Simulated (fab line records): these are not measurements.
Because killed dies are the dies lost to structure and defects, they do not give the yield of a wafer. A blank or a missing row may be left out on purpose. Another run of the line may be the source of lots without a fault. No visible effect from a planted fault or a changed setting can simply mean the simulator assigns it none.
Which tool is to blame? | flow gf180mcu | route of 602 steps, sampled at 1 step: 7 lots, 21 wafers

## WHAT EACH GAUGE READ, for each wafer
GF_STI_THK_MEAS_30.
lot  | measured    | on            | STI_OXIDATION_02_THK (nm)
L319 | day 2 13:10 | film metro-03 | 9.88 9.86 10.00
L323 | day 3 09:27 | film metro-01 | 10.23 10.19 10.01
L325 | day 3 17:35 | film metro-01 | 9.95 10.11 10.28
L334 | day 5 17:27 | film metro-03 | 10.43 10.48 10.49
L336 | day 6 02:55 | film metro-02 | 9.95 9.98 9.76
L339 | day 6 19:31 | film metro-01 | 9.74 9.75 9.74
L341 | day 7 05:18 | film metro-02 | 10.16 10.08 10.06

## WHICH TOOL RAN EACH LOT (tool, then ch and the chambers of the sampled wafers, then the start)
The record holds no process step before these readings.

## THE ANSWER, worked out from the rows above alone
Rule: the lots themselves supply what counts as usual. Put in order of their means at a reading, lots are off if they are a third of the lots or fewer, leave a main group of 4 or more, and stand apart from it by a gap of 3 or more times the standard deviation of the main group's means; of several such gaps the widest counts. The tables above print the reading to a certain number of digits; a main group whose means all agree to those digits is not used. Also off: a lot with no number at a reading for which 4 or more lots have one. Where the step has rows for the other lots, those lots are counted as sound.
No lot is off on any of the readings shown, so nothing can be concluded from this.

## WHAT HAD BEEN PUT IN BY THE SIMULATOR
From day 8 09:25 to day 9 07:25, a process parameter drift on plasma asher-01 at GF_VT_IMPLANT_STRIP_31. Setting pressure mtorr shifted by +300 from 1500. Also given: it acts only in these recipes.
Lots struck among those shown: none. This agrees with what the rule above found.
